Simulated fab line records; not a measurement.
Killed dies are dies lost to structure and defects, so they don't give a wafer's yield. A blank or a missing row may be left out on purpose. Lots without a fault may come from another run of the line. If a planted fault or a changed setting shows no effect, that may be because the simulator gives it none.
Comparing a struck lot with a sound one | flow sky130 | 17 out of 708 route steps
Sound: wafers L395.1, L395.3, L395.5. Struck: wafers L406.1, L406.5, L406.6. The cause is named last.
At each step with rows: each side's tool, then ch and its chambers, then its first start. Under that, the readings that differ: sound wafers | struck wafers | difference of the means | sigmas: that difference in standard deviations of wafers without a fault.
alike: words and numbers the same on both sides, and readings whose means are apart by under 2 such deviations; not compared: readings that were withheld, readings missing a value for some wafer, numbers with overlapping values and no deviation given by the record, and bounds like >300 which may hide the same value.
A row with sigmas, a row that says differs or no value, or rows on one side alone: a step with any of these is where the two part. Numbers that don't overlap but have no deviation are shown without sigmas and don't part them. A reading missing from all wafers of one side parts the sides only when that side holds two or more wafers.

first, 1 step without rows for these wafers: SKY_LDD_N_IMPLANT_15.
SKY_LDD_N_STRIP_16: strips in O2/N2.
  sound on plasma-asher-04 ch 0,1, day 21 05:44; struck on plasma-asher-02 ch 0,1, day 24 19:03
  alike: drypump-motor-current-A, o2-flow-sccm, oes-product-au, strip-time-to-endpoint-s
  not compared: rf-hours-counter-h
SKY_LDD_N_TW_MEAS_17:
  sound on film-metro-02, day 21 05:50; struck on film-metro-03, day 24 19:09
  alike: LDD_N_TW
then, 7 steps without rows for these wafers: SKY_LDD_P_DEHYDRATE_00 (time 60 s); SKY_LDD_P_HMDS_01 (prime time 60 s); SKY_LDD_P_COAT_02 (resist thk 1140 nm); SKY_LDD_P_SOFTBAKE_03 (time 60 s); SKY_LDD_P_EXPOSE_04 (exposes mask PSDM, target cd 380 nm); SKY_LDD_P_PEB_05; SKY_LDD_P_DEVELOP_06 (develop time 60 s).
SKY_LDD_P_CD_MEAS_07 targets a cd of 380 nm.
  sound on cd-sem-02, day 22 12:40; struck on cd-sem-02, day 26 00:29
  alike: cd-nm
SKY_LDD_P_OVL_MEAS_08:
  sound on overlay-02, day 22 12:47; struck on overlay-02, day 26 00:37
  reading        | sound          | struck      | difference | sigmas
  LDD_P_OVL (nm) | -2.4 -1.6 -0.1 | 1.0 2.7 1.2 | +3.0       | +2
SKY_LDD_P_IMPLANT_09:
  sound on implanter-02 ch 0, day 22 12:49; struck on implanter-01 ch 0, day 26 00:39
  reading                   | sound                | struck               | difference | sigmas
  beam-energy-keV           | 25.000 25.002 25.013 | 28.660 28.664 28.662 | +3.657     | +99 or more
  model.implant.rp-nm (nm)  | 20.96 20.96 20.96    | 23.76 23.76 23.76    | +2.80      |
  model.implant.drp-nm (nm) | 11.41 11.41 11.41    | 12.56 12.56 12.56    | +1.15      |
SKY_LDD_P_STRIP_10: strips in O2/N2.
  sound on plasma-asher-04 ch 1, day 22 12:58; struck on plasma-asher-04 ch 0,1, day 26 00:48
  alike: drypump-motor-current-A, o2-flow-sccm, oes-product-au, strip-time-to-endpoint-s
  not compared: rf-hours-counter-h
SKY_LDD_P_TW_MEAS_11:
  sound on film-metro-01, day 22 13:04; struck on film-metro-04, day 26 00:54
  reading  | sound             | struck            | difference | sigmas
  LDD_P_TW | 641.8 642.4 642.9 | 665.0 667.1 661.2 | +22.1      | +9
then, 1 step without rows for these wafers: SKY_LDD_HVN_DEHYDRATE_00 (time 60 s).
-- a jump in the record: the struck wafers' starts before and after are 24 days apart (it breaks off in module LDD_HVN and resumes in module PAD_OPEN, where the first step shown is number 708 of the route) --
SKY_PAD_OPEN_PROBE_99:
  sound on prober-01, day 48 08:24; struck on prober-02, day 50 06:53
  alike: killed_at_M0_to_M3, killed_at_M4_up, killed-at-contacts, killed-at-front-end, killed-at-other, killed-dies, killed-open, killed-short
  not compared: model.etest.tip-p.rs-ohm-sq

## WHERE THEY PART
Last at SKY_LDD_P_TW_MEAS_11 as far as this record goes, first at SKY_LDD_P_OVL_MEAS_08. Later steps at which nothing parts them and some readings are alike: SKY_PAD_OPEN_PROBE_99.

WHY: what had been put in by the simulator
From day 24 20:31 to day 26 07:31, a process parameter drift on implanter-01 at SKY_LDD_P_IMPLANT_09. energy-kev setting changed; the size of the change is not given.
